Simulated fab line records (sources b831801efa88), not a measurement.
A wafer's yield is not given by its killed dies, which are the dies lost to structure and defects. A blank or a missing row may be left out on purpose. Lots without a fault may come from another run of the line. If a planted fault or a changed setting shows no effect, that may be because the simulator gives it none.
Which tool was responsible? + flow sky130 + Sampling: 13 lots, 39 wafers, 2 of 708 route steps

## WHAT THE GAUGES READ, wafer by wafer
The record lacks any reading of a measuring or inspecting step that a usual standard deviation could be used to judge.

## WHAT TOOL EACH LOT RAN ON (gives the tool, then ch and the chambers of the sampled wafers, and finally the start)
| lot  | SKY_METAL1_CLEAN_23             | SKY_PAD_OPEN_PROBE_99   |
|------|---------------------------------|-------------------------|
| L331 | wet_bench-01 ch 1, day 32 23:39 | prober-01, day 46 00:59 |
| L334 | wet_bench-01 ch 1, day 34 02:48 | prober-02, day 46 21:19 |
| L335 | wet_bench-01 ch 2, day 34 15:52 | prober-02, day 47 06:01 |
| L339 | wet_bench-01 ch 2, day 35 15:28 | prober-01, day 48 00:56 |
| L340 | wet_bench-01 ch 0, day 36 01:39 | prober-02, day 48 09:42 |
| L341 | wet_bench-02 ch 1, day 36 02:00 | prober-01, day 48 10:26 |
| L342 | wet_bench-01 ch 1, day 36 04:52 | prober-02, day 48 11:26 |
| L343 | wet_bench-01 ch 0, day 36 10:13 | prober-01, day 48 12:04 |
| L344 | wet_bench-02 ch 2, day 36 18:19 | prober-02, day 48 19:40 |
| L348 | wet_bench-03 ch 1, day 38 18:54 | prober-01, day 50 05:13 |
| L350 | wet_bench-03 ch 0, day 38 19:44 | prober-02, day 50 07:07 |
| L353 | wet_bench-01 ch 1, day 39 09:18 | prober-01, day 50 16:20 |
| L354 | wet_bench-03 ch 0, day 39 19:44 | prober-02, day 50 19:32 |
- SKY_METAL1_CLEAN_23: cleans in O3/DIW.
- SKY_PAD_OPEN_PROBE_99

## AS READ BY THE TOOLS THEMSELVES (means over the sampled wafers that have a number; for cases with no such wafer, the mark the record gives instead)
SKY_PAD_OPEN_PROBE_99. Usual: defect_limited_yield 82.5 %, standard deviation 1.9; killed_at_M0_to_M3 43, standard deviation 7.2; killed_at_M4_up 3.3, standard deviation 2; killed_at_contacts 25, standard deviation 5.8; killed_at_front_end 15, standard deviation 4.5; killed_at_other 0.3, standard deviation 0.62; killed_dies 86, standard deviation 9.4; killed_on_rim 17, standard deviation 3.7; killed_open 47, standard deviation 7.1; killed_short 39, standard deviation 6; sort_bin_3_pad_short 0.9 %, standard deviation 0.4; sort_bin_5_function 10.4 %, standard deviation 1.4; sort_bin_6_memory 6.2 %, standard deviation 1.1; sort_bin_8_speed 0.7 %, standard deviation 1.4; sort_n_pass 402, standard deviation 11; sort_yield_pct 81.7 %, standard deviation 2.2.
| lot  | tool      | defect_limited_yield (%) | killed_at_M0_to_M3 | killed_at_M4_up | killed_at_contacts | killed_at_front_end | killed_at_other | killed_dies | killed_on_rim | killed_open | killed_short | sort_bin_3_pad_short (%) | sort_bin_5_function (%) | sort_bin_6_memory (%) | sort_bin_8_speed (%) | sort_n_pass | sort_yield_pct (%) | flag |
|------|-----------|--------------------------|--------------------|-----------------|--------------------|---------------------|-----------------|-------------|---------------|-------------|--------------|--------------------------|-------------------------|-----------------------|----------------------|-------------|--------------------|------|
| L331 | prober-01 | 80.3                     | 58                 | 2.7             | 28                 | 8                   | 0.7             | 97          | 20            | 52          | 44           | 0.4                      | 12.1                    | 7.1                   | 1.0                  | 390         | 79.3               |      |
| L334 | prober-02 | 79.4                     | 48                 | 3.0             | 31                 | 19                  | 0.7             | 102         | 20            | 55          | 45           | 0.9                      | 12.5                    | 7.3                   | 0.0                  | 390         | 79.4               |      |
| L335 | prober-02 | 82.9                     | 43                 | 2.3             | 18                 | 21                  | 0.0             | 84          | 17            | 42          | 41           | 0.7                      | 9.8                     | 6.5                   | 0.4                  | 406         | 82.5               |      |
| L339 | prober-01 | 81.7                     | 43                 | 3.7             | 24                 | 20                  | 0.3             | 90          | 16            | 49          | 40           | 1.0                      | 11.3                    | 6.0                   | 0.9                  | 397         | 80.8               |      |
| L340 | prober-02 | 82.0                     | 46                 | 2.0             | 30                 | 11                  | 0.0             | 89          | 14            | 51          | 38           | 1.1                      | 10.3                    | 6.6                   | 1.1                  | 398         | 80.8               |      |
| L341 | prober-01 | 81.5                     | 46                 | 4.0             | 28                 | 13                  | 0.0             | 91          | 21            | 52          | 39           | 0.7                      | 11.1                    | 6.7                   | 0.1                  | 400         | 81.4               |      |
| L342 | prober-02 | 82.4                     | 43                 | 3.7             | 27                 | 13                  | 0.0             | 86          | 14            | 49          | 37           | 0.9                      | 10.5                    | 6.2                   | 0.1                  | 405         | 82.3               |      |
| L343 | prober-01 | 83.7                     | 37                 | 4.0             | 21                 | 18                  | 0.3             | 80          | 16            | 45          | 35           | 0.5                      | 9.9                     | 5.9                   | 0.9                  | 408         | 82.8               |      |
| L344 | prober-02 | 83.7                     | 40                 | 2.3             | 25                 | 13                  | 0.3             | 80          | 14            | 45          | 35           | 0.9                      | 9.4                     | 6.0                   | 1.0                  | 407         | 82.7               |      |
| L348 | prober-01 | 82.8                     | 39                 | 4.0             | 25                 | 17                  | 0.0             | 84          | 18            | 44          | 40           | 0.9                      | 10.0                    | 6.2                   | 0.1                  | 407         | 82.8               |      |
| L350 | prober-02 | 84.5                     | 36                 | 3.7             | 21                 | 15                  | 0.7             | 76          | 18            | 43          | 33           | 0.9                      | 10.0                    | 4.7                   | 1.1                  | 410         | 83.4               |      |
| L353 | prober-01 | 72.7                     | 84                 | 6.3             | 28                 | 15                  | 0.3             | 134         | 18            | 49          | 43           | 1.7                      | 17.7                    | 7.9                   | 0.1                  | 357         | 72.6               | OFF  |
| L354 | prober-02 | 81.4                     | 44                 | 3.3             | 28                 | 15                  | 0.7             | 92          | 19            | 56          | 36           | 1.1                      | 10.7                    | 6.8                   | 0.7                  | 397         | 80.7               |      |

## THE ANSWER, worked out from the rows above alone
Rule: take the mean of a lot's wafers that have a number; if it is more than 3 standard deviations from the usual mean, the lot is off. A lot without any number at a reading at which 4 lots or more have one is off too. The other lots that the step has rows for count as sound. The gauges are gone through in route order, then the tools' own readings, and for those a lot's mean is taken as printed above. The first step at which some lot is off is used, and at that step the reading that is off furthest; a lot without a number counts as furthest.
Off: L353 (SKY_PAD_OPEN_PROBE_99, killed_at_M0_to_M3).
A tool fits if, at that step or a process step before it, it ran every lot that is off, and no sound lot after the first of them. This does not decide it: 2 tools fit, namely wet_bench-01 at SKY_METAL1_CLEAN_23 and prober-01 at SKY_PAD_OPEN_PROBE_99.

## WHAT THE SIMULATOR HAD INSERTED
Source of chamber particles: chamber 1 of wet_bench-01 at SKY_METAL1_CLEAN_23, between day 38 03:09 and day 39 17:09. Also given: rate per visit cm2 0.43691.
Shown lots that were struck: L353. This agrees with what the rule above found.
